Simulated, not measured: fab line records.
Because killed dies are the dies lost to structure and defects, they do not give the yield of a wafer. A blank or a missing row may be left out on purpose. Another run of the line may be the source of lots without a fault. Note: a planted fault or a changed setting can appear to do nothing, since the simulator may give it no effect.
Comparing a struck lot with a sound one ; flow sky130 ; 15 out of 708 route steps
Sound: wafers L308.1, L308.4, L308.5. Wafers struck: L330.1, L330.3, L330.6. At the end, the cause is stated.
Each step with rows lists, per side, the tool, then ch with its chambers, then its first start. Under that, the readings that differ: sound wafers ; struck wafers ; difference of the means ; sigmas: that difference in standard deviations of wafers without a fault.
alike: a reading whose means differ by less than 2 such deviations, as well as words and numbers matching on both sides. not compared: withheld readings; readings where some wafer has no value; bounds like >300 that might hide an equal value; numbers whose values overlap and for which the record gives no deviation.
The two part at a step that has a row with sigmas, a row that says differs or no value, or rows on one side only. When numbers do not overlap yet have no deviation, they are printed without sigmas and do not part them. A reading that every wafer of one side lacks parts them only if that side has two wafers or more.

first, 5 steps without rows for these wafers: SKY_LDD_HVP_COAT_02 (resist thk 300 nm); SKY_LDD_HVP_SOFTBAKE_03 (time 60 s); SKY_LDD_HVP_EXPOSE_04 (exposes mask HVPTM, target cd 700 nm); SKY_LDD_HVP_PEB_05; SKY_LDD_HVP_DEVELOP_06 (develop time 60 s).
SKY_LDD_HVP_OVL_MEAS_07:
  sound: overlay-01 at day 21 08:38; struck: overlay-02 at day 28 23:59
  alike: LDD_HVP_OVL
next, for these wafers, 1 step has no rows: SKY_LDD_HVP_IMPLANT_08.
SKY_LDD_HVP_STRIP_09: strips in O2/N2.
  sound on plasma asher-02 ch 0,1, day 21 08:49; struck on plasma asher-04 ch 0,1, day 29 00:10
  alike: drypump motor current A, n2 flow sccm, oes product au, strip time to endpoint s
  not compared: rf hours counter h
SKY_LDD_HVP_TW_MEAS_10:
  sound: film metro-04 at day 21 08:55; struck: film metro-03 at day 29 00:16
reading;sound;struck;difference;sigmas
LDD_HVP_TW;454 454 454;468 467 469;+14;+3
then, 3 steps without rows for these wafers: SKY_LDD_LDN_DEHYDRATE_00 (time 60 s); SKY_LDD_LDN_HMDS_01 (prime time 60 s); SKY_LDD_LDN_COAT_02 (resist thk 1140 nm).
SKY_LDD_LDN_SOFTBAKE_03: time 60 s.
  sound on litho track-01 ch 0, day 22 00:02; struck on litho track-01 ch 0, day 29 14:11
reading;sound;struck;difference;sigmas
run length s (s);89.26 89.27 89.03;102.26 102.11 102.24;+13.02;+87
then, 1 step without rows for these wafers: SKY_LDD_LDN_EXPOSE_04 (exposes mask LDNTM, target cd 700 nm).
SKY_PAD_OPEN_PROBE_99:
  the record holds rows for the sound wafers here (prober-01, day 45 15:59) but none for the struck ones

== WHERE THEY PART ==
Earliest at SKY_LDD_HVP_TW_MEAS_10; latest, in this record, at SKY_PAD_OPEN_PROBE_99.

WHY: whatever the simulator had introduced
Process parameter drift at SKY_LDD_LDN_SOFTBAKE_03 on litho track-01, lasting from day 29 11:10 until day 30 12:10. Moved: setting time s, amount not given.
